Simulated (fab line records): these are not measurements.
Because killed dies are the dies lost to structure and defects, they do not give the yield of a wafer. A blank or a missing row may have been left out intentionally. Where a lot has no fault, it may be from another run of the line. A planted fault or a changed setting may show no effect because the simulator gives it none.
The tool behind it: which one? / flow gf180mcu / 6 lots (18 wafers sampled), 1 step of a 602-step route

## WHAT EACH GAUGE READ, for each wafer
GF_M5_OVL_MEAS_08.
lot=L205; measured=day 27 00:47; on=overlay-02; M5_OVL (nm)=-6 -9 -9
lot=L207; measured=day 27 21:53; on=overlay-02; M5_OVL (nm)=-2 -5 -9
lot=L211; measured=day 28 22:49; on=overlay-02; M5_OVL (nm)=-16 -13 -15
lot=L218; measured=day 30 23:44; on=overlay-02; M5_OVL (nm)=-3 -2 -8
lot=L221; measured=day 32 01:55; on=overlay-02; M5_OVL (nm)=-3 -11 -5
lot=L223; measured=day 32 06:36; on=overlay-01; M5_OVL (nm)=-1 1 -3

## WHAT TOOL EACH LOT RAN ON (gives the tool, then ch and the chambers of the sampled wafers, and finally the start)
The record shows no process step preceding these readings.

## THE ANSWER, worked out from the rows above alone
Rule: what is usual is taken from the lots themselves. The widest of any qualifying gaps counts: lots, ordered by their means at a reading, are off when they make up no more than a third of the lots, leave a main group of 4 or more, and stand apart from it by 3 or more times the standard deviation of that group's means. A main group is skipped when, at the precision printed for the reading in the tables above, its means are all equal. Also off: a lot with no number at a reading for which 4 or more lots have one. Where the step has rows for the other lots, those lots are counted as sound.
Across all readings shown, no lot is off: no conclusion can be drawn from this.

## WHAT THE SIMULATOR PUT IN
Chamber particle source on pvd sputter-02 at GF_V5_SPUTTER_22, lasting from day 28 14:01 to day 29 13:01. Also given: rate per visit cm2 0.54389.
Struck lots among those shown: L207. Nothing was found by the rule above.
